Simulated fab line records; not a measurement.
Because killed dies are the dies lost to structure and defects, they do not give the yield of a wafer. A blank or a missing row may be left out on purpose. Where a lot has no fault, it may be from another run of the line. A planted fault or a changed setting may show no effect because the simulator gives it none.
Which tool did it? + flow sky130 + 18 wafers from 6 lots sampled at 3 of the route's 708 steps

## WHAT EACH GAUGE READ, for each wafer
SKY_NWELL_RS_MEAS_29: measures by four-point-probe.
| lot  | measured     | on            | NWELL_RS (ohm/sq) |
|------|--------------|---------------|-------------------|
| L384 | day 5 12:13  | film metro-01 | 627.9 626.8 627.8 |
| L388 | day 6 15:03  | film metro-01 | 604.4 603.9 603.6 |
| L391 | day 7 07:18  | film metro-01 | 624.6 624.6 625.8 |
| L397 | day 9 01:57  | film metro-02 | 626.7 625.7 625.1 |
| L403 | day 10 09:55 | film metro-04 | 627.8 625.9 626.3 |
| L405 | day 11 00:55 | film metro-02 | 626.3 626.9 628.6 |

## EACH LOT AND THE TOOL THAT RAN IT (in order: tool; ch and the chambers of the sampled wafers; start)
| lot  | SKY_NWELL_IMPLANT_11            | SKY_NWELL_RTA_28                 |
|------|---------------------------------|----------------------------------|
| L384 | implanter-03 ch 0, day 4 17:36  | rtp anneal-02 ch 0, day 5 12:06  |
| L388 | implanter-03 ch 0, day 5 20:41  | rtp anneal-02 ch 0, day 6 14:57  |
| L391 | implanter-01 ch 0, day 6 11:35  | rtp anneal-02 ch 0, day 7 07:12  |
| L397 | implanter-01 ch 0, day 8 04:35  | rtp anneal-01 ch 0, day 9 01:50  |
| L403 | implanter-03 ch 0, day 9 11:16  | rtp anneal-01 ch 0, day 10 09:48 |
| L405 | implanter-01 ch 0, day 10 01:39 | rtp anneal-02 ch 0, day 11 00:49 |
- SKY_NWELL_IMPLANT_11
- SKY_NWELL_RTA_28: time 30 s.

## THE ANSWER, worked out from the rows above alone
Rule: the usual values come from the lots themselves. The widest of any qualifying gaps counts: lots, ordered by their means at a reading, are off when they make up no more than a third of the lots, leave a main group of 4 or more, and stand apart from it by 3 or more times the standard deviation of that group's means. A main group is skipped when, at the precision printed for the reading in the tables above, its means are all equal. A lot without any number at a reading at which 4 lots or more have one is off too. Any other lot the step has rows for is counted as sound.
Off: L388, seen at SKY_NWELL_RS_MEAS_29 (NWELL_RS). For the main group the mean is 626.5 ohm/sq and the standard deviation 0.93.
If a tool, at a process step before that reading, ran all the lots that are off and no sound lot after the first of them, it fits. The gauges at SKY_NWELL_RS_MEAS_29 are tried like those tools. Not one of the candidates tried fits.

## WHAT THE SIMULATOR HAD INSERTED
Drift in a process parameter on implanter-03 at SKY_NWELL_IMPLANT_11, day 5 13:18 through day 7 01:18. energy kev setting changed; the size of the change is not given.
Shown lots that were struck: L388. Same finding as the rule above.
